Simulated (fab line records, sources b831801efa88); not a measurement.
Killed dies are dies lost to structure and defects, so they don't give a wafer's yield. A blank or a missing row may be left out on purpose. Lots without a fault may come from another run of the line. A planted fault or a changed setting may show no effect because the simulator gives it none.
Problem report in the 8D (eight disciplines) form, filled by code | flow gf180mcu | the parts of the form that need people (team, actions taken, sign-off) are left out

1. THE PROBLEM
bias_w at GF_V3_ETCH_17 reads a mean of 971 W on 6 wafers of 2 lots; wafers without a fault read 1200 W with a standard deviation of 3.7. That is -62 standard deviations from the usual mean.
The step: etches SiO2 in C4F8/O2/Ar, stops on TiN, target depth 635 nm.
First seen on wafer L789.1, day 26 12:00, on rie_diel-02. The record holds 36 wafers of 12 lots with a number at this step. Rule for "out", or "out of limits": more than 4 standard deviations from the usual mean. The other wafers with a number count as sound.

2. WHAT IT IS AND WHAT IT IS NOT
question                    | is                     | is not
which readings at this step | bias_w                 | oes_product_au
which lots                  | L789, L791             | L780, L781, L782, L786, L787, L788, L790, L799, L801, L802
which wafers of those lots  | all that have a number | -
read on which tools         | rie_diel-02            | rie_diel-03, rie_diel-04
when                        | from day 26 12:00      | up to then (18 sound wafers); but 12 sound wafers of L790, L799, L801, L802 came after

3. SUSPECTS, AND WHAT RULES EACH OUT
Counting: a tool at a process step up to the reading stays a suspect if it ran every lot that is out and no sound lot after the first of them.
- rie_diel-02 at GF_V3_ETCH_17 (etches SiO2 in C4F8/O2/Ar, stops on TiN, target depth 635 nm): kept. It ran every lot that is out, first L789 (day 26 12:00), and no sound lot after that; its last sound lot up to then is L787 (day 25 21:00). Its own readings are out on those wafers: bias_w.
Left after counting: rie_diel-02 at GF_V3_ETCH_17.

4. THE CAUSE (what the simulator had put in)
Process parameter drift: rie_diel-02, from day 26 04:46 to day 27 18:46, at GF_V3_ETCH_17. Setting bias_w, moved by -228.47, from 1200. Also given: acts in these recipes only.
Counting left only this tool.

5. THE CHAIN OF EFFECTS, in route order
Each row: a reading whose mean over the struck wafers that have a number lies more than 3 standard deviations from the usual. Only readings for which the record gives a usual standard deviation are gone through. hours: the time from each lot's start at the first step in this table that gives one to its start at this step, as a median over the lots. sigmas: the change in usual standard deviations.
hours | step          | reading | usual  | on struck wafers | change | sigmas
0     | GF_V3_ETCH_17 | bias_w  | 1200 W | 971              | -229   | -62
The process steps in it:
- GF_V3_ETCH_17: etches SiO2 in C4F8/O2/Ar, stops on TiN, target depth 635 nm.
Later measuring or inspecting steps at which every struck wafer that the step has a row for has a number for every such reading, and none has moved that far: GF_M4_THK_MEAS_06.

6. WHAT WOULD HAVE CAUGHT IT SOONER
In this record the first reading out of limits was taken at day 26 12:00, 7 hours after the fault began at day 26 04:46.
